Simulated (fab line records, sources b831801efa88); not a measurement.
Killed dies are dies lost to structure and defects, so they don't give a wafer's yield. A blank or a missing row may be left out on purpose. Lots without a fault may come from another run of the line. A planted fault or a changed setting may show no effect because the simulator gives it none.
A struck lot beside a sound one | flow sky130 | 16 steps out of a route of 708
Sound: wafers L494.1, L494.3, L494.5. Struck: wafers L497.1, L497.2, L497.6. The cause comes at the end.
At each step with rows: each side's tool, then ch and its chambers, then its first start. Under that, the readings that differ: sound wafers | struck wafers | difference of the means | sigmas: that difference in standard deviations of wafers without a fault.
alike: readings whose means differ by less than 2 such deviations, and words and numbers that are the same on both sides. not compared: withheld readings, readings that some wafer has no value for, bounds like >300 that may hide the same value, and numbers for which the record gives no deviation and whose values overlap.
The two part at a step that has a row with sigmas, a row that says differs or no value, or rows on one side only. Numbers that don't overlap but have no deviation are shown without sigmas and don't part them. A reading that every wafer of one side lacks parts them only if that side has two wafers or more.

first, 5 steps without rows for these wafers: SKY_POLY_GATE_COAT_08 (resist thk 450 nm); SKY_POLY_GATE_SOFTBAKE_09 (time 90 s); SKY_POLY_GATE_EXPOSE_10 (exposes mask P1M, target cd 150 nm); SKY_POLY_GATE_PEB_11; SKY_POLY_GATE_DEVELOP_12 (develop time 60 s).
SKY_POLY_GATE_CD_MEAS_13: target cd 150 nm.
  sound on cd_sem-01, day 20 00:35; struck on cd_sem-01, day 21 05:50
  reading    | sound             | struck            | difference | sigmas
  cd_nm (nm) | 152.2 151.8 152.6 | 148.5 148.8 147.0 | -4.1       | -2
SKY_POLY_GATE_OVL_MEAS_14:
  sound on overlay-02, day 20 00:42; struck on overlay-02, day 21 05:57
  alike: POLY_GATE_OVL
SKY_POLY_GATE_ETCH_15: etches BARC in N2/H2, stops on SiO2, time 118.5 s, target depth 110 nm.
  sound on rie_diel-01 ch 1,2,3, day 20 00:44; struck on rie_diel-01 ch 0,3, day 21 05:59
  alike: drypump_motor_current_A, n2_flow_sccm, oes_product_au, throttle_valve_pct
  not compared: rf_hours_counter_h
SKY_POLY_GATE_ETCH_16: etches Si3N4 in CH3F/O2, stops on poly-Si, time 147.5 s, target depth 75 nm.
  sound on rie_diel-01 ch 1,2,3, day 20 00:49; struck on rie_diel-01 ch 0,3, day 21 06:04
  alike: drypump_motor_current_A, oes_product_au, throttle_valve_pct
  not compared: rf_hours_counter_h
SKY_POLY_GATE_ETCH_17: etches poly-Si in HBr/Cl2, stops on SiO2, target depth 180 nm, time 70.5 s.
  sound on rie_si-02 ch 0,2,3, day 20 00:55; struck on rie_si-01 ch 1,2, day 21 06:10
  alike: drypump_motor_current_A, oes_product_au, throttle_valve_pct
  not compared: rf_hours_counter_h
SKY_POLY_GATE_STRIP_18: strips in O2/N2.
  sound on plasma_asher-02 ch 0, day 20 00:58; struck on plasma_asher-02 ch 0,1, day 21 06:13
  alike: drypump_motor_current_A, n2_flow_sccm, oes_product_au, strip_time_to_endpoint_s
  not compared: rf_hours_counter_h
then, 1 step without rows for these wafers: SKY_POLY_GATE_CLEAN_19 (cleans in SC1/SC2, time 150 s).
SKY_POLY_GATE_OXIDATION_20: stabilise 600 s, purge 300 s, target thk 4 nm.
  sound on furnace-02 ch 0, day 20 01:53; struck on furnace-02 ch 0, day 21 06:22
  reading                                          | sound                | struck              | difference | sigmas
  spike_tc_bottom_C (C)                            | 873.8 872.7 870.4    | 842.3 842.0 842.1   | -30.2      | -16
  spike_tc_centre_C (C)                            | 848.2 851.1 849.3    | 820.7 817.3 820.0   | -30.2      | -27
  spike_tc_lower_C (C)                             | 850.1 850.9 850.0    | 817.4 819.7 819.5   | -31.5      | -29
  spike_tc_top_C (C)                               | 860.9 863.0 862.6    | 831.1 830.4 830.7   | -31.4      | -20
  spike_tc_upper_C (C)                             | 851.1 848.9 849.4    | 818.0 818.4 819.0   | -31.3      | -32
  tube_center_temp_C (C)                           | 849.87 850.02 849.91 | 818.82 818.8 818.86 | -31.11     | -99 or more
  tube_center_temp_C_max                           | 851.7 852.0 852.1    | 821.3 820.8 820.7   | -31.0      | -84
  zone_power_centre_pct (%)                        | 15.8 15.8 15.7       | 14.7 14.9 14.5      | -1.1       | -3
  zone_power_top_pct (%)                           | 28.9 28.6 29.4       | 27.6 27.4 27.3      | -1.5       | -4
  model.SiO2_of_POLY_GATE_OXIDATION_20.thk_nm (nm) | 3.996 3.954 3.962    | 2.738 2.698 2.767   | -1.236     |
SKY_POLY_GATE_THK_MEAS_21:
  sound on film_metro-02, day 20 03:08; struck on film_metro-04, day 21 07:37
  reading                      | sound          | struck         | difference | sigmas
  POLY_GATE_OXIDATION_THK (nm) | 4.01 3.94 3.98 | 2.74 2.63 2.74 | -1.27      | -14
SKY_POLY_GATE_CD_MEAS_22:
  sound on cd_sem-01, day 20 03:12; struck on cd_sem-01, day 21 07:41
  reading    | sound             | struck            | difference | sigmas
  cd_nm (nm) | 149.4 153.1 152.8 | 145.1 151.1 142.9 | -5.4       | -2
-- the record jumps here: 28 days lie between the struck wafers' starts before and after (it left off in module POLY_GATE and takes up again in module PAD_OPEN, whose first step shown is number 708 of the route) --
SKY_PAD_OPEN_PROBE_99:
  sound on prober-02, day 48 07:27; struck on prober-01, day 49 00:10
  reading                            | sound             | struck            | difference | sigmas
  model.etest.tip_sonos.rs_ohm_sq    | 2610 2589 2572    | 2481 2526 2469    | -98        |
  model.etest.tip_p.rs_ohm_sq        | 6855 6831 6785    | 6551 6572 6593    | -252       |
  model.etest.res_pdiff.line_ohm_um  | 1322 1360 1327    | 1277 1276 1246    | -70        |
  model.etest.res_ndiff.line_ohm_um  | 753.9 780.8 750.2 | 715.3 723.2 717.6 | -42.9      |
  model.etest.tip_n.rs_ohm_sq        | 447.3 442.3 443.9 | 417.1 417.2 416.8 | -27.5      |
  model.etest.res_pdiff.rs_ohm_sq    | 194.1 194.7 195.6 | 185.8 185.3 184.1 | -9.7       |
  model.etest.res_pdiff_hv.rs_ohm_sq | 188.4 189.5 188   | 182.9 186.1 182.4 | -4.8       |
  model.etest.res_ndiff.rs_ohm_sq    | 120.3 120.4 120   | 113.6 113.9 114.4 | -6.3       |
  alike: killed_at_M0_to_M3, killed_at_M4_up, killed_at_contacts, killed_at_front_end, killed_at_other, killed_dies, killed_on_rim, killed_open, killed_short

WHERE THEY PART
First at SKY_POLY_GATE_CD_MEAS_13; last, within this record, at SKY_POLY_GATE_CD_MEAS_22. Later steps at which nothing parts them and some readings are alike: SKY_PAD_OPEN_PROBE_99.

WHY: what the simulator had put in
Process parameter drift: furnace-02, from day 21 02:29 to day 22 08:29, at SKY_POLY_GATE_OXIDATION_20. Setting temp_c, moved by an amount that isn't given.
